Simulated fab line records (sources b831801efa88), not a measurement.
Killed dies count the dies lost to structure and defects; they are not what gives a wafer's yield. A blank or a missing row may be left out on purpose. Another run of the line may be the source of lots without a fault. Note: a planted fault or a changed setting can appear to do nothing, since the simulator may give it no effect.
A struck lot beside a sound one | flow gf180mcu | 21 out of 602 route steps
Sound: wafers L478.3, L478.4, L478.5. Wafers L489.3, L489.4, L489.5 were the ones struck. At the end, the cause is stated.
Order at every step that has rows: each side's tool, ch and its chambers, its first start. Under that, the readings that differ: sound wafers | struck wafers | difference of the means | sigmas: that difference in standard deviations of wafers without a fault.
alike: readings with means less than 2 such deviations apart, plus words and numbers identical on both sides. not compared: withheld readings, readings lacking a value on some wafer, bounds such as >300 that could conceal the same value, and numbers that have no deviation in the record and whose values overlap.
A row with sigmas, a row that says differs or no value, or rows on one side alone: a step with any of these is where the two part. When numbers do not overlap yet have no deviation, they are printed without sigmas and do not part them. Lack of a reading on every wafer of one side parts them only where that side has two or more wafers.

first, 1 step without rows for these wafers: GF_NSD_IMPLANT_10.
GF_NSD_STRIP_11: strips in O2/N2.
  sound on plasma_asher-03 ch 0,1, day 12 21:37; struck on plasma_asher-02 ch 0,1, day 17 16:07
  alike: drypump_motor_current_A, heater_power_w, oes_product_au, strip_time_to_endpoint_s
  not compared: rf_hours_counter_h
GF_NSD_TW_MEAS_12:
  struck on film_metro-01, day 17 16:12; sound on film_metro-01, day 12 21:42
  alike: NSD_TW
then, 7 steps without rows for these wafers: GF_PSD_DEHYDRATE_00 (time 60 s); GF_PSD_HMDS_01 (prime time 60 s); GF_PSD_COAT_02 (resist thk 1000 nm); GF_PSD_SOFTBAKE_03 (time 60 s); GF_PSD_EXPOSE_04 (exposes mask Pplus, target cd 400 nm); GF_PSD_PEB_05; GF_PSD_DEVELOP_06 (develop time 60 s).
GF_PSD_CD_MEAS_07: target cd 400 nm.
  struck on cd_sem-02, day 18 15:16; sound on cd_sem-01, day 13 16:55
  alike: cd_nm
GF_PSD_OVL_MEAS_08:
  struck on overlay-01, day 18 15:22; sound on overlay-02, day 13 17:01
  alike: PSD_OVL
GF_PSD_IMPLANT_09:
  sound on implanter-01 ch 0, day 13 17:05; struck on implanter-02 ch 0, day 18 15:26
  reading                   | sound             | struck            | difference | sigmas
  implant_ion_amu           | 49 49 49          | 11 11 11          | -38        |
  model.implant.rp_nm (nm)  | 30.01 30.01 30.01 | 132.1 132.1 132.1 | +102.1     |
  model.implant.drp_nm (nm) | 15.87 15.87 15.87 | 51.31 51.31 51.31 | +35.44     |
  alike: dose_ions_cm2
GF_PSD_STRIP_10: strips in O2/N2.
  sound on plasma_asher-01 ch 0,1, day 13 17:13; struck on plasma_asher-02 ch 0,1, day 18 15:34
  reading                      | sound             | struck            | difference | sigmas
  oes_product_au (a.u.)        | 0.596 0.591 0.594 | 0.640 0.624 0.631 | +0.038     | +8
  strip_time_to_endpoint_s (s) | 16.51 16.54 16.56 | 14.82 14.83 14.80 | -1.72      | -57
  alike: drypump_motor_current_A, heater_power_w
  not compared: rf_hours_counter_h
GF_PSD_TW_MEAS_11:
  struck on film_metro-01, day 18 15:39; sound on film_metro-02, day 13 17:18
  reading | sound          | struck         | difference | sigmas
  PSD_TW  | 3229 3221 3219 | 2126 2127 2132 | -1095      | -28
then, 1 step without rows for these wafers: GF_PSD_CLEAN_12 (cleans in SC1/SC2, time 150 s).
GF_PSD_RTA_13: time 20 s.
  sound on rtp_anneal-02 ch 0, day 13 17:25; struck on rtp_anneal-01 ch 0, day 18 15:46
  reading            | sound          | struck         | difference | sigmas
  lamp_power_pct (%) | 34.7 34.7 34.7 | 32.2 32.3 32.3 | -2.4       | -3
  alike: wafer_temp_C_max
GF_PSD_RS_MEAS_14: measures by four-point-probe.
  struck on film_metro-01, day 18 15:52; sound on film_metro-02, day 13 17:31
  alike: NSD_RS
GF_PSD_RS_MEAS_15: measures by four-point-probe.
  struck on film_metro-01, day 18 15:59; sound on film_metro-02, day 13 17:38
  reading         | sound                | struck            | difference | sigmas
  PSD_RS (ohm/sq) | 108.39 108.17 108.46 | 78.80 79.04 78.97 | -29.40     | -99 or more
GF_SAB_CVD_00: deposits SiO2 from TEOS, target thk 50 nm, time 4.9302 s.
  sound on pecvd-03 ch 0,1, day 13 17:43; struck on pecvd-04 ch 0,1, day 18 16:04
  alike: heater_power_w
  not compared: since_wet_clean_h
following that, these wafers have no rows for 1 step: GF_PASSIVATION_PROBE_99.

== WHERE THEY PART ==
First at GF_PSD_STRIP_10; last, within this record, at GF_PSD_RS_MEAS_15. Later steps at which nothing parts them and some readings are alike: GF_SAB_CVD_00.

WHY: what the simulator had put in
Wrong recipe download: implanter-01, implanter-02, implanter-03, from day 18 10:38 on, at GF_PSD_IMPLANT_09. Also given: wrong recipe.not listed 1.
